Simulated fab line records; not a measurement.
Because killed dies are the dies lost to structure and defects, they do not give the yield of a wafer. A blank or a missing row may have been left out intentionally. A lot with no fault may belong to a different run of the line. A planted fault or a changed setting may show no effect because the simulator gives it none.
A struck lot beside a sound one / flow gf180mcu / 14 steps out of a route of 602
Sound: wafers L866.2, L866.3, L866.5. Wafers L888.1, L888.4, L888.5 were the ones struck. The cause is named last.
Order at every step that has rows: each side's tool, ch and its chambers, its first start. Under that, the readings that differ: sound wafers / struck wafers / difference of the means / sigmas: that difference in standard deviations of wafers without a fault.
alike: readings with means less than 2 such deviations apart, plus words and numbers identical on both sides. not compared: withheld readings, readings lacking a value on some wafer, bounds such as >300 that could conceal the same value, and numbers that have no deviation in the record and whose values overlap.
Wherever a step has rows on one side only, a row that says differs or no value, or a row with sigmas, the two part there. Non-overlapping numbers with no deviation appear without sigmas and do not part them. A reading that every wafer of one side lacks parts them only if that side has two wafers or more.

GF_HV_LDD_RS_MEAS_53: measures by four-point-probe.
  sound: filmMetro-03 at day 12 03:52; struck: filmMetro-01 at day 19 19:26
  alike: HV_LDD_RS
then, 1 step without rows for these wafers: GF_HV_LDD_CVD_54 (deposits SiO2 from TEOS, target thk 10 nm, time 75 s).
GF_HV_LDD_THK_MEAS_55:
  sound: filmMetro-03 at day 12 05:11; struck: filmMetro-04 at day 19 20:35
  alike: HV_LDD_CVD_54_THK
then, 1 step without rows for these wafers: GF_HV_LDD_CVD_56 (deposits Si3N4 from DCS/NH3, target thk 90 nm, time 1543 s).
GF_HV_LDD_THK_MEAS_57:
  sound: filmMetro-04 at day 12 06:40; struck: filmMetro-04 at day 19 22:04
  alike: HV_LDD_CVD_56_THK
GF_HV_LDD_ETCHBACK_58: etches Si3N4 in CH3F/O2, stops on SiO2, time 100 s, target depth 90 nm.
  sound on rieDiel-01 ch 0,1, day 12 06:43; struck on rieDiel-02 ch 0,3, day 19 22:08
  alike: ch3fFlowSccm, drypumpMotorCurrentA, oesProductAu, throttleValvePct
  not compared: rfHoursCounterH
then, 6 steps without rows for these wafers: GF_NSD_DEHYDRATE_00 (time 60 s); GF_NSD_HMDS_01 (prime time 60 s); GF_NSD_COAT_02 (resist thk 1000 nm); GF_NSD_SOFTBAKE_03 (time 60 s); GF_NSD_EXPOSE_04 (exposes mask Nplus, target cd 400 nm); GF_NSD_PEB_05.
GF_NSD_DEVELOP_06: develop time 60 s.
  sound on lithoTrack-04 ch 0, day 13 01:39; struck on lithoTrack-04, day 20 22:04
  no value came back on the struck wafers for chillPlateTempC (C), developTimeS (s), exhaustPa (Pa); on the sound wafers chillPlateTempC (C) reads 22.91 23.05 23.08
GF_NSD_CD_MEAS_07: target cd 400 nm.
  sound: cdSem-01 at day 13 01:47; struck: cdSem-02 at day 20 22:13
reading=cdNm (nm); sound=398.0 397.5 396.0; struck=- - -; difference=no value on the struck wafers; sigmas=

== WHERE THEY PART ==
Earliest at GF_NSD_DEVELOP_06; latest, in this record, at GF_NSD_CD_MEAS_07.

WHY: the cause the simulator had injected
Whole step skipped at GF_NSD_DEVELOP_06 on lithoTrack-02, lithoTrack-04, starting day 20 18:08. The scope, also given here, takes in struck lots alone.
